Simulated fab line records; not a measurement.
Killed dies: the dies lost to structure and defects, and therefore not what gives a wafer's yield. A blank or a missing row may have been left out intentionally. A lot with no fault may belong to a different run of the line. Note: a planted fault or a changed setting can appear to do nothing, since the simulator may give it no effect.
Which tool is to blame?    flow gf180mcu    18 wafers from 6 lots sampled at 3 of the route's 602 steps

## WHAT THE GAUGES READ, wafer by wafer
GF_VT_IMPLANT_RS_MEAS_48: the measuring method here is four-point-probe.
lot   measured      on            LVPWELL_RS (ohm/sq)
L483  day 7 21:58   filmMetro-01  1203 1202 1200
L488  day 9 19:57   filmMetro-04  1222 1218 1224
L490  day 10 03:00  filmMetro-04  1221 1222 1222
L492  day 10 14:24  filmMetro-04  1189 1192 1190
L501  day 13 03:10  filmMetro-01  1198 1195 1195
L504  day 14 00:09  filmMetro-01  1195 1193 1192

## WHAT TOOL EACH LOT RAN ON (gives the tool, then ch and the chambers of the sampled wafers, and finally the start)
lot   GF_LVPWELL_IMPLANT_08           GF_VT_IMPLANT_STRIP_09
L483  implanter-03 ch 0, day 4 00:16  plasmaAsher-04 ch 0,1, day 5 21:28
L488  implanter-03 ch 0, day 5 16:10  plasmaAsher-01 ch 1, day 7 16:38
L490  implanter-03 ch 0, day 5 21:58  plasmaAsher-03 ch 0,1, day 7 22:39
L492  implanter-04 ch 0, day 6 07:33  plasmaAsher-01 ch 0,1, day 8 08:40
L501  implanter-04 ch 0, day 8 09:45  plasmaAsher-04 ch 0,1, day 10 15:32
L504  implanter-04 ch 0, day 9 04:13  plasmaAsher-03 ch 0,1, day 11 11:33
- GF_LVPWELL_IMPLANT_08
- GF_VT_IMPLANT_STRIP_09: strips in O2/N2.

## THE ANSWER, worked out from the rows above alone
Rule: what is usual is taken from the lots themselves. Put in order of their means at a reading, lots are off if they are a third of the lots or fewer, leave a main group of 4 or more, and stand apart from it by a gap of 3 or more times the standard deviation of the main group's means; of several such gaps the widest counts. If all means in a main group match to the digits the tables above print for the reading, that group is not used. Also off: a lot with no number at a reading for which 4 or more lots have one. Where the step has rows for the other lots, those lots are counted as sound.
Off: L488, L490, at GF_VT_IMPLANT_RS_MEAS_48 (LVPWELL_RS). Mean 1195 ohm/sq and standard deviation 4.2 in the main group.
A tool fits if, at a process step before that reading, it ran every lot that is off, and no sound lot after the first of them. Those tools and the gauges at GF_VT_IMPLANT_RS_MEAS_48 are tried in the same way. One fits: GF_LVPWELL_IMPLANT_08 on implanter-03. A fault onset in the window from L483 (day 4 00:16, its last sound lot) to L488 (day 5 16:10, its first lot off) fits.

## WHAT THE SIMULATOR HAD PUT IN
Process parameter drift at GF_LVPWELL_IMPLANT_08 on implanter-03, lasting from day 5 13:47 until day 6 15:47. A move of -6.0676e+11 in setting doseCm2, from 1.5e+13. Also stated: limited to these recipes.
Shown lots that were struck: L488, L490. The same result came from the rule above.
